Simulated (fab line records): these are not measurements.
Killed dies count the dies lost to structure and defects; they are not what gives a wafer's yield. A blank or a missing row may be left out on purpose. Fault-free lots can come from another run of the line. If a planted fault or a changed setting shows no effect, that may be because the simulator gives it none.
Which tool did it? :: flow sky130 :: 33 wafers sampled from 11 lots at 1 step of a route of 708

## WHAT EACH GAUGE READ, for each wafer
SKY_VIA3_THK_MEAS_23: measures by xrf.
lot: L930
measured: day 40 07:51
on: filmMetro-01
VIA3_W_THK (nm): 391 385 391

lot: L934
measured: day 42 10:54
on: filmMetro-02
VIA3_W_THK (nm): 381 384 386

lot: L936
measured: day 42 15:27
on: filmMetro-01
VIA3_W_THK (nm): 394 399 397

lot: L939
measured: day 42 21:08
on: filmMetro-02
VIA3_W_THK (nm): 376 377 378

lot: L941
measured: day 43 18:07
on: filmMetro-01
VIA3_W_THK (nm): 395 393 395

lot: L940
measured: day 43 22:07
on: filmMetro-01
VIA3_W_THK (nm): 396 400 392

lot: L944
measured: day 44 16:21
on: filmMetro-03
VIA3_W_THK (nm): 390 389 385

lot: L942
measured: day 44 16:47
on: filmMetro-02
VIA3_W_THK (nm): 380 389 387

lot: L943
measured: day 44 17:01
on: filmMetro-02
VIA3_W_THK (nm): 380 385 379

lot: L949
measured: day 45 22:13
on: filmMetro-03
VIA3_W_THK (nm): 382 390 394

lot: L951
measured: day 46 02:39
on: filmMetro-03
VIA3_W_THK (nm): 387 381 380

## WHICH TOOL RAN EACH LOT (tool, then ch and the chambers of the sampled wafers, then the start)
Record: no process step prior to these readings.

## AS READ BY THE TOOLS THEMSELVES (means over the sampled wafers that have a number; for cases with no such wafer, the mark the record gives instead)
The record holds no such reading with a usual standard deviation.

## THE ANSWER, worked out from the rows above alone
Rule: the usual values come from the lots themselves. Put in order of their means at a reading, lots are off if they are a third of the lots or fewer, leave a main group of 4 or more, and stand apart from it by a gap of 3 or more times the standard deviation of the main group's means; of several such gaps the widest counts. A main group is skipped when, at the precision printed for the reading in the tables above, its means are all equal. Also off: a lot with no number at a reading for which 4 or more lots have one. All remaining lots with rows at the step are treated as sound. First the gauges in route order, then the tools' own readings, where a lot's mean is used as printed above. The first step at which some lot is off is used, and at that step the reading that is off furthest; a lot without a number counts as furthest.
No lot is off on any of the readings shown, so nothing can be concluded from this.

## WHAT HAD BEEN PUT IN BY THE SIMULATOR
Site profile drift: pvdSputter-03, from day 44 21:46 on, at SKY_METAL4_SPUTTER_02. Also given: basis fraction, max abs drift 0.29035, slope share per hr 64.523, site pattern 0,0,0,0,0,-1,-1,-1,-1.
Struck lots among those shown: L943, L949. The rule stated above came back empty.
